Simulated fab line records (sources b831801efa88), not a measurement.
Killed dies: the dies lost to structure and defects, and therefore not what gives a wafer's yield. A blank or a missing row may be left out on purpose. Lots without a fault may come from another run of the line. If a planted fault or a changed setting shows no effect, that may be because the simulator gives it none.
fab line records ; flow sky130
record: lots: 13; wafers: 39; lastDay: 50
route steps=708 shown POLY_CUT@316 SD_N@352 LI_CONTACT@363 PAD_OPEN@708
lots untouched by any fault: they come from a run of this same line in which no faults occurred
startH: start of the lot's first displayed wafer, in hours after the record's first day ; waitH: hours since the lot's step before ; " repeats the value in the row above ; L1.1+2: several wafers, shown together as one row ; - either no value or no given start ; * or withheld: withheld ; < > ~ a bound
route shown NAME@n: a module of which the file shows steps, and the number in the route of the first ; usual: mean and standard deviation over wafers with no fault ; same: alike in all rows ; chamber/n: place in a boat ; sites: the reading at each site ; _std_site: their standard deviation ; _edge_site: outer sites' mean less inner sites' ; radiusMm: for every site, how far away it sits from the centre of the wafer ; mask NAME#n: copy n ; behind: tool/chamber where the wafer was last shaped ; hold: the reason the lot was held/the length of the hold in hours/how it ended ; device: names the non-switching transistor (n, p or np) ; end of line: tests of these same wafers at the route's end ; a step given without rows: its recipe and nothing more ; killed: at the first sort, the dies lost to defects and structure; wafer yield is something else ; map: shows each die of a wafer: x if killed, . if not, _ if none is there
set.NAME: the setting the step ran with; set.NAME@STEP: the setting that earlier step ran with ; model.NAME: the simulator's own value behind a step, which no gauge read
steps of the route over a sample of lots; a table a step, a row a wafer
services: from which hour (startH, from the record's first day; less than 0 if before it) a tool's chamber was out of use, for how many hours, and why
== steps ==
step: SKY_POLY_CUT_OVL_MEAS_09
usual: POLY_CUT_OVL: -3/6.2
lot.wafer;tool;chamber;startH;waitH;POLY_CUT_OVL[nm]
L231.1;overlay-01;-;579.90;0.1;-13
L231.3;overlay-01;-;579.90;0.1;-3
L231.4;overlay-01;-;579.90;0.1;-4
L234.1;overlay-02;-;602.68;0.1;0
L234.5;overlay-02;-;602.68;0.1;3
L234.6;overlay-02;-;602.68;0.1;-2
L236.1;overlay-02;-;615.55;0.1;-8
L236.3;overlay-02;-;615.55;0.1;-4
L236.6;overlay-02;-;615.55;0.1;-4
L235.1;overlay-02;-;617.50;0.1;0
L235.2;overlay-02;-;617.50;0.1;6
L235.5;overlay-02;-;617.50;0.1;3
L238.3;overlay-02;-;633.66;0.1;11
L238.5;overlay-02;-;633.66;0.1;7
L238.6;overlay-02;-;633.66;0.1;15
L243.2;overlay-02;-;669.50;0.1;-6
L243.4;overlay-02;-;669.50;0.1;0
L243.6;overlay-02;-;669.50;0.1;0
L242.1;overlay-02;-;670.59;0.1;-7
L242.2;overlay-02;-;670.59;0.1;1
L242.5;overlay-02;-;670.59;0.1;-14
L240.1;overlay-02;-;672.73;0.1;6
L240.2;overlay-02;-;672.73;0.1;4
L240.5;overlay-02;-;672.73;0.1;7
L241.4;overlay-02;-;674.20;0.1;8
L241.5;overlay-02;-;674.20;0.1;0
L241.6;overlay-02;-;674.20;0.1;2
L244.1;overlay-02;-;689.13;0.1;2
L244.2;overlay-02;-;689.13;0.1;-3
L244.6;overlay-02;-;689.13;0.1;-6
L247.1;overlay-02;-;710.75;0.1;9
L247.2;overlay-02;-;710.75;0.1;-8
L247.6;overlay-02;-;710.75;0.1;1
L249.1;overlay-01;-;717.83;0.1;-15
L249.2;overlay-01;-;717.83;0.1;-8
L249.4;overlay-01;-;717.83;0.1;-4
L252.2;overlay-01;-;743.44;0.1;1
L252.4;overlay-01;-;743.44;0.1;-3
L252.5;overlay-01;-;743.44;0.1;-13
step: SKY_SD_N_IMPLANT_10
recipe: species: P; energyKev: 20; doseCm2: 1e+14; tiltDeg: 0
lot.wafer;tool;chamber;startH;waitH
L231.1+3+4;implanter-03;0;666.63;0.1
L234.1+5+6;implanter-02;0;688.57;0.1
L236.1+3+6;implanter-02;0;701.26;0.1
L235.1+2+5;implanter-02;0;702.04;0.1
L238.3+5+6;implanter-04;0;716.20;0.1
L243.2+4+6;implanter-02;0;751.81;0.1
L242.1+2+5;implanter-03;0;753.92;0.1
L240.1+2+5;implanter-04;0;755.98;0.1
L241.4+5+6;implanter-02;0;757.44;0.1
L244.1+2+6;implanter-04;0;770.87;0.1
L244.1+2+6;implanter-04;0;771.19;0.3
L247.1+2+6;implanter-04;0;791.45;0.1
L249.1+2+4;implanter-03;0;798.73;0.1
L249.1+2+4;implanter-03;0;799.05;0.3
L252.2+4+5;implanter-02;0;823.14;0.1
step: SKY_SD_N_STRIP_11
recipe: chemistry: O2/N2; powerW: 1400; pressureMtorr: 1500; platenTempC: withheld; o2FlowSccm: 3000; n2FlowSccm: 300; overashFraction: 0.5
usual: drypumpMotorCurrentA: 5.17/0.23; oesProductAu: 0.527/0.0046; stripTimeToEndpointS: 22.53/0.033
lot.wafer;tool;chamber;startH;waitH;drypumpMotorCurrentA;oesProductAu;rfHoursCounterH;stripTimeToEndpointS
L231.1;plasmaAsher-01;1;666.78;0.1;5.05;0.523;24;22.54
L231.3;plasmaAsher-01;0;666.78;0.1;5.08;0.529;-;22.51
L231.4;plasmaAsher-01;1;666.78;0.1;5.04;0.521;-;22.52
L234.1;plasmaAsher-04;1;688.72;0.1;5.37;0.535;51;22.56
L234.5;plasmaAsher-04;1;688.72;0.1;5.37;0.515;-;22.57
L234.6;plasmaAsher-04;0;688.72;0.1;5.13;0.532;-;22.55
L236.1;plasmaAsher-01;0;701.41;0.1;5.05;0.526;28;22.46
L236.3;plasmaAsher-01;0;701.41;0.1;5.08;0.528;-;22.49
L236.6;plasmaAsher-01;0;701.41;0.1;5.06;0.528;-;22.53
L235.1;plasmaAsher-01;0;702.19;0.1;5.05;0.525;28;22.50
L235.2;plasmaAsher-01;1;702.19;0.1;5.01;0.526;28;22.52
L235.5;plasmaAsher-01;0;702.19;0.1;5.05;0.528;-;22.49
L238.3;plasmaAsher-01;1;716.33;0.1;5.04;0.524;-;22.55
L238.5;plasmaAsher-01;0;716.33;0.1;5.07;0.524;-;22.52
L238.6;plasmaAsher-01;1;716.33;0.1;5.03;0.529;-;22.57
L243.2;plasmaAsher-01;0;751.93;0.1;5.06;0.522;33;22.58
L243.4;plasmaAsher-01;0;751.93;0.1;5.06;0.531;-;22.52
L243.6;plasmaAsher-01;0;751.93;0.1;5.08;0.528;-;22.52
L242.1;plasmaAsher-02;1;754.07;0.1;5.67;0.525;96;22.55
L242.2;plasmaAsher-02;0;754.07;0.1;4.96;0.530;96;22.47
L242.5;plasmaAsher-02;1;754.07;0.1;5.66;0.525;-;22.53
L240.1;plasmaAsher-01;1;756.13;0.1;5.04;0.536;34;22.55
L240.2;plasmaAsher-01;0;756.13;0.1;5.07;0.517;34;22.53
L240.5;plasmaAsher-01;0;756.13;0.1;5.07;0.524;-;22.52
L241.4;plasmaAsher-02;1;757.55;0.1;5.70;0.522;-;22.50
L241.5;plasmaAsher-02;0;757.55;0.1;4.96;0.529;-;22.56
L241.6;plasmaAsher-02;1;757.55;0.1;5.68;0.532;-;22.50
L244.1;plasmaAsher-02;1;771.34;0.1;5.68;0.536;97;22.54
L244.2;plasmaAsher-02;0;771.34;0.1;4.94;0.522;97;22.58
L244.6;plasmaAsher-02;1;771.34;0.1;5.70;0.528;-;22.55
L247.1;plasmaAsher-01;0;791.60;0.1;5.06;0.534;37;22.55
L247.2;plasmaAsher-01;1;791.60;0.1;5.02;0.535;37;22.57
L247.6;plasmaAsher-01;0;791.60;0.1;5.07;0.526;-;22.55
L249.1;plasmaAsher-04;0;799.20;0.1;5.09;0.527;62;22.56
L249.2;plasmaAsher-04;1;799.20;0.1;5.39;0.520;62;22.56
L249.4;plasmaAsher-04;1;799.20;0.1;5.37;0.525;-;22.56
L252.2;plasmaAsher-04;0;823.26;0.1;5.12;0.524;65;22.50
L252.4;plasmaAsher-04;1;823.26;0.1;5.36;0.528;-;22.54
L252.5;plasmaAsher-04;1;823.26;0.1;5.38;0.527;-;22.56
step: SKY_SD_N_RS_MEAS_16
recipe: thkMeasGauge: four-point-probe
usual: SD_N_RS: 68.55/0.11
lot.wafer;tool;chamber;startH;waitH;SD_N_RS[ohm/sq]
L231.1;filmMetro-04;-;667.17;0.1;68.55
L231.3;filmMetro-04;-;667.17;0.1;68.74
L231.4;filmMetro-04;-;667.17;0.1;68.65
L234.1;filmMetro-04;-;689.16;0.1;68.57
L234.5;filmMetro-04;-;689.16;0.1;68.55
L234.6;filmMetro-04;-;689.16;0.1;68.47
L236.1;filmMetro-03;-;701.80;0.1;68.56
L236.3;filmMetro-03;-;701.80;0.1;68.51
L236.6;filmMetro-03;-;701.80;0.1;68.74
L235.1;filmMetro-03;-;702.62;0.1;68.69
L235.2;filmMetro-03;-;702.62;0.1;68.69
L235.5;filmMetro-03;-;702.62;0.1;68.73
L238.3;filmMetro-02;-;716.72;0.1;68.63
L238.5;filmMetro-02;-;716.72;0.1;68.66
L238.6;filmMetro-02;-;716.72;0.1;68.41
L243.2;filmMetro-03;-;752.34;0.1;68.44
L243.4;filmMetro-03;-;752.34;0.1;68.46
L243.6;filmMetro-03;-;752.34;0.1;68.24
L242.1;filmMetro-03;-;754.45;0.1;68.43
L242.2;filmMetro-03;-;754.45;0.1;68.60
L242.5;filmMetro-03;-;754.45;0.1;68.46
L240.1;filmMetro-03;-;756.52;0.1;68.57
L240.2;filmMetro-03;-;756.52;0.1;68.55
L240.5;filmMetro-03;-;756.52;0.1;68.41
L241.4;filmMetro-02;-;757.96;0.1;68.68
L241.5;filmMetro-02;-;757.96;0.1;68.67
L241.6;filmMetro-02;-;757.96;0.1;68.71
L244.1;filmMetro-02;-;771.73;0.1;65.80
L244.2;filmMetro-02;-;771.73;0.1;65.84
L244.6;filmMetro-02;-;771.73;0.1;65.97
L247.1;filmMetro-02;-;792.03;0.1;68.59
L247.2;filmMetro-02;-;792.03;0.1;68.47
L247.6;filmMetro-02;-;792.03;0.1;68.59
L249.1;filmMetro-03;-;799.58;0.1;65.86
L249.2;filmMetro-03;-;799.58;0.1;65.99
L249.4;filmMetro-03;-;799.58;0.1;65.75
L252.2;filmMetro-03;-;823.67;0.1;68.56
L252.4;filmMetro-03;-;823.67;0.1;68.65
L252.5;filmMetro-03;-;823.67;0.1;68.58
step: SKY_LI_CONTACT_THK_MEAS_01
recipe: reads: PSG_of_LI_CONTACT_HDPCVD_00
usual: LI_CONTACT_HDPCVD_THK: 932/9.3
lot.wafer;tool;chamber;startH;waitH;LI_CONTACT_HDPCVD_THK[nm]
L231.1;filmMetro-02;-;667.64;0.1;940
L231.3;filmMetro-02;-;667.64;0.1;931
L231.4;filmMetro-02;-;667.64;0.1;940
L234.1;filmMetro-03;-;689.64;0.1;945
L234.5;filmMetro-03;-;689.64;0.1;936
L234.6;filmMetro-03;-;689.64;0.1;939
L236.1;filmMetro-04;-;702.28;0.1;915
L236.3;filmMetro-04;-;702.28;0.1;933
L236.6;filmMetro-04;-;702.28;0.1;917
L235.1;filmMetro-03;-;703.10;0.1;938
L235.2;filmMetro-03;-;703.10;0.1;945
L235.5;filmMetro-03;-;703.10;0.1;935
L238.3;filmMetro-03;-;717.18;0.1;940
L238.5;filmMetro-03;-;717.18;0.1;950
L238.6;filmMetro-03;-;717.18;0.1;930
L243.2;filmMetro-02;-;752.86;0.1;920
L243.4;filmMetro-02;-;752.86;0.1;925
L243.6;filmMetro-02;-;752.86;0.1;926
L242.1;filmMetro-03;-;754.93;0.1;916
L242.2;filmMetro-03;-;754.93;0.1;916
L242.5;filmMetro-03;-;754.93;0.1;934
L240.1;filmMetro-04;-;756.99;0.1;935
L240.2;filmMetro-04;-;756.99;0.1;922
L240.5;filmMetro-04;-;756.99;0.1;928
L241.4;filmMetro-04;-;758.46;0.1;934
L241.5;filmMetro-04;-;758.46;0.1;926
L241.6;filmMetro-04;-;758.46;0.1;932
L244.1;filmMetro-03;-;772.82;0.1;933
L244.2;filmMetro-03;-;772.82;0.1;915
L244.6;filmMetro-03;-;772.82;0.1;932
L247.1;filmMetro-03;-;792.51;0.1;929
L247.2;filmMetro-03;-;792.51;0.1;924
L247.6;filmMetro-03;-;792.51;0.1;918
L249.1;filmMetro-04;-;800.30;0.1;948
L249.2;filmMetro-04;-;800.30;0.1;946
L249.4;filmMetro-04;-;800.30;0.1;951
L252.2;filmMetro-02;-;824.14;0.1;930
L252.4;filmMetro-02;-;824.14;0.1;934
L252.5;filmMetro-02;-;824.14;0.1;937
step: SKY_PAD_OPEN_PROBE_99
usual: killed_at_M0_to_M3: 44/7.3; killed_at_M4_up: 3.0/1.9; killedAtContacts: 24/5; killedAtFrontEnd: 16/4.5; killedAtOther: 0.3/0.46; killedDies: 87/10; killedOpen: 47/8.3; killedShort: 39/6.4
same: grossDies: 492; killedAtBackSide: 0
lot.wafer;tool;chamber;startH;waitH;killed_at_M0_to_M3;killed_at_M4_up;killedAtContacts;killedAtFrontEnd;killedAtOther;killedDies;killedOpen;killedShort
L242.1;prober-01;-;1150.94;0.1;38;3;21;19;0;81;41;40
L242.2;prober-01;-;1150.99;0.1;34;2;30;20;0;86;53;33
L242.5;prober-01;-;1151.14;0.2;40;2;22;12;1;77;41;36
killed by level:class
L242.1 VIA1:geometricParticle:open=11 LI_CONTACT:geometricParticle:open=7 FIELD_ISO:geometricParticle:short=6 METAL2:geometricParticle:short=6 VIA2:geometricParticle:open=6 CONTACT:geometricParticle:open=5 VIA1:geometricParticle:short=5 POLY_GATE:geometricParticle:short=4
L242.2 CONTACT:geometricParticle:open=17 POLY_GATE:geometricParticle:open=7 LI_CONTACT:geometricParticle:open=6 VIA1:geometricParticle:open=6 POLY_GATE:geometricParticle:short=5 LOCAL_INTERCONNECT:geometricParticle:short=5 VIA3:geometricParticle:open=5 VIA2:geometricParticle:open=4
L242.5 VIA1:geometricParticle:short=8 POLY_GATE:geometricParticle:open=7 CONTACT:geometricParticle:short=7 CONTACT:geometricParticle:open=7 VIA3:geometricParticle:open=6 VIA1:geometricParticle:open=5 VIA2:geometricParticle:open=5 VIA3:geometricParticle:short=5
== services ==
tool;chamber;startH;hours;kind
plasmaAsher-02;-;661.57;6.3;repair
implanter-02;-;666.09;10.0;repair
implanter-03;-;722.29;3.9;pm
plasmaAsher-01;-;726.36;4.0;pm
implanter-02;-;747.00;2.3;pm
implanter-04;-;749.80;3.2;repair
implanter-03;-;772.60;3.5;pm
plasmaAsher-01;-;800.89;0.4;repair
implanter-02;-;813.12;1.9;repair
== key ==
firstSign: step: SKY_SD_N_IMPLANT_10; reading: visit; direction: added
effect: step: SKY_SD_N_RS_MEAS_16; reading: SD_N_RS; direction: down; sigmas: 24; usual: 68.55; struck: 65.87
metAt SKY_SD_N_IMPLANT_10
struckLots L244,L249
testerLeftOut L244,L249
notActingAt SKY_POLY_CUT_OVL_MEAS_09,SKY_SD_N_STRIP_11,SKY_LI_CONTACT_THK_MEAS_01
fault: kind: repeatedStepWhole; tool: implanter-02,implanter-03,implanter-04; chamber: -; onsetH: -; steps: SKY_SD_N_IMPLANT_10; times: 1; scope: struckLotsOnly
testerLeftOut: of these lots the tester's yield and bins aren't shown, on N5 and GAA mostly nor the transistor test; their killed dies are dies lost to structure and defects alone, not to doping, threshold or leakage, so they don't give the yield
